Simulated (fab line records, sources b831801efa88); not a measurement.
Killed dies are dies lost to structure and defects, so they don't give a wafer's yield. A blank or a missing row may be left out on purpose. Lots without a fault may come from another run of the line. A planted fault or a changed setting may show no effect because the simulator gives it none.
Problem report in the 8D (eight disciplines) form, filled by code | flow gf180mcu | the parts of the form that need people (team, actions taken, sign-off) are left out

1. THE PROBLEM
run_length_s at GF_HV_LDD_SOFTBAKE_03 reads a mean of 98.22 s on 2 wafers of 2 lots; wafers without a fault read 89.16 s with a standard deviation of 0.11. That is +82 standard deviations from the usual mean.
The step: time 60 s.
First seen on wafer L919.6, day 12 05:26, on litho_track-02. The record holds 42 wafers of 14 lots with a number at this step. Rule for "out", or "out of limits": more than 4 standard deviations from the usual mean. The other wafers with a number count as sound.

2. WHAT IT IS AND WHAT IT IS NOT
question                    | is                | is not
which readings at this step | run_length_s      | -
which lots                  | L919, L920        | L910, L911, L914, L917, L918, L927, L928, L929, L930, L931, L932, L933
which wafers of those lots  | L919.6, L920.3    | L919.2, L919.4, L920.2, L920.5
read on which tools         | litho_track-02    | litho_track-01, litho_track-04
when                        | from day 12 05:26 | up to then (17 sound wafers); but 23 sound wafers of L920, L927, L928, L929, L930, L931, L932, L933 came after

3. SUSPECTS, AND WHAT RULES EACH OUT
Counting: a tool at a process step up to the reading stays a suspect if it ran every lot that is out. Sound lots after the first of them don't rule it out here, since some wafers of a struck lot are sound.
- litho_track-02 at GF_HV_LDD_SOFTBAKE_03 (time 60 s): kept. It ran every lot that is out, first L919 (day 12 05:26); its last sound lot up to then is L910 (day 10 04:13). Its own readings are out on those wafers: run_length_s.
Left after counting: litho_track-02 at GF_HV_LDD_SOFTBAKE_03.

4. THE CAUSE (what the simulator had put in)
Process parameter drift: litho_track-02, from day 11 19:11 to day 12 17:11, at GF_HV_LDD_SOFTBAKE_03. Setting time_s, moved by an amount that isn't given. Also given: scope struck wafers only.
Counting left only this tool.

5. THE CHAIN OF EFFECTS, in route order
Each row: a reading whose mean over the struck wafers that have a number lies more than 3 standard deviations from the usual. Only readings for which the record gives a usual standard deviation are gone through. hours: the time from each lot's start at the first step in this table that gives one to its start at this step, as a median over the lots. sigmas: the change in usual standard deviations.
hours | step                  | reading      | usual   | on struck wafers | change | sigmas
0     | GF_HV_LDD_SOFTBAKE_03 | run_length_s | 89.16 s | 98.22            | +9.06  | +82
The process steps in it:
- GF_HV_LDD_SOFTBAKE_03: time 60 s.
Later measuring or inspecting steps at which every struck wafer that the step has a row for has a number for every such reading, and none has moved that far: GF_HV_LDD_TW_MEAS_11.

6. WHAT WOULD HAVE CAUGHT IT SOONER
In this record the first reading out of limits was taken at day 12 05:26, 10 hours after the fault began at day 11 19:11.
